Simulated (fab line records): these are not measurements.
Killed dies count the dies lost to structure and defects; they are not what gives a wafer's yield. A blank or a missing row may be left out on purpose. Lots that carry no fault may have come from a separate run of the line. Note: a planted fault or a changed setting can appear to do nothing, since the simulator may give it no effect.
2 desks looking at one fault | flow sky130 | what lay behind the numbers comes last; until then each desk has only its own

THE TOOL OWNER'S DESK: hdpcvd-02
The tool's own readings at SKY_VIA4_HDPCVD_00 (deposits SiO2, target thk 1750 nm, time 291.7 s): means of the sampled wafers that have a number, for each lot that ran on this tool. If a lot's mean is further than 4 standard deviations from the usual mean, the lot is out of limits and carries the mark OUT (the distance appears in the brackets).
Columns: A = runLengthS at SKY_VIA4_HDPCVD_00, usual 319.8 s
lot  | first seen here | A
L108 | day 45 22:55    | 319.4
L110 | day 46 00:22    | 319.8
L114 | day 46 02:19    | 314.9 (-10) OUT
L116 | day 46 04:11    | 312.9 (-15) OUT
This desk's verdict: out of limits on L114, L116, starting with L114 at day 46 02:19 (runLengthS at SKY_VIA4_HDPCVD_00). L108, L110: within limits.

FROM THE METROLOGY DESK
Lot by lot, what the gauges showed, no matter which tool ran the lot: averages of those sampled wafers that carry a number. If a lot's mean is further than 4 standard deviations from the usual mean, the lot is out of limits and carries the mark OUT (the distance appears in the brackets).
Columns: A = VIA4_HDPCVD_THK at SKY_VIA4_THK_MEAS_01, usual 1762 nm; B = VIA4_BOW at SKY_VIA4_BOW_MEAS_03, usual 80 um
lot  | first seen here | A    | B
L104 | day 41 14:01    | 1759 | 83
L106 | day 43 00:39    | 1757 | 85
L107 | day 43 03:46    | 1750 | 68
L108 | day 45 23:06    | 1776 | 85
L110 | day 46 00:34    | 1762 | 75
L113 | day 46 01:28    | 1766 | 83
L114 | day 46 02:30    | 1746 | 78
L116 | day 46 04:23    | 1739 | 60
L119 | day 46 10:04    | 1756 | 84
L122 | day 46 10:38    | 1750 | 84
L124 | day 46 17:29    | 1760 | 85
L125 | day 46 19:22    | 1747 | 85
This desk's verdict: no lot among the 12 shows anything out of limits.

BROUGHT TOGETHER
An alarm could have come from the tool owner's desk at day 46 02:19, on L114, L116.
Metrology desk: nothing out of limits seen.
The metrology desk holds a record of L114, L116, inside its limits.
The lots listed all ran SKY_VIA4_HDPCVD_00 on hdpcvd-02.

WHAT HAD BEEN PUT IN BY THE SIMULATOR
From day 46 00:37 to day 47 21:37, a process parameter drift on hdpcvd-02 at SKY_VIA4_HDPCVD_00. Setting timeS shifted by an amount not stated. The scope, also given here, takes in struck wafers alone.
Shown lots that were struck: L114, L116.
Time in hours from fault onset to the first out-of-limits reading at each desk: the tool owner's desk, 2.
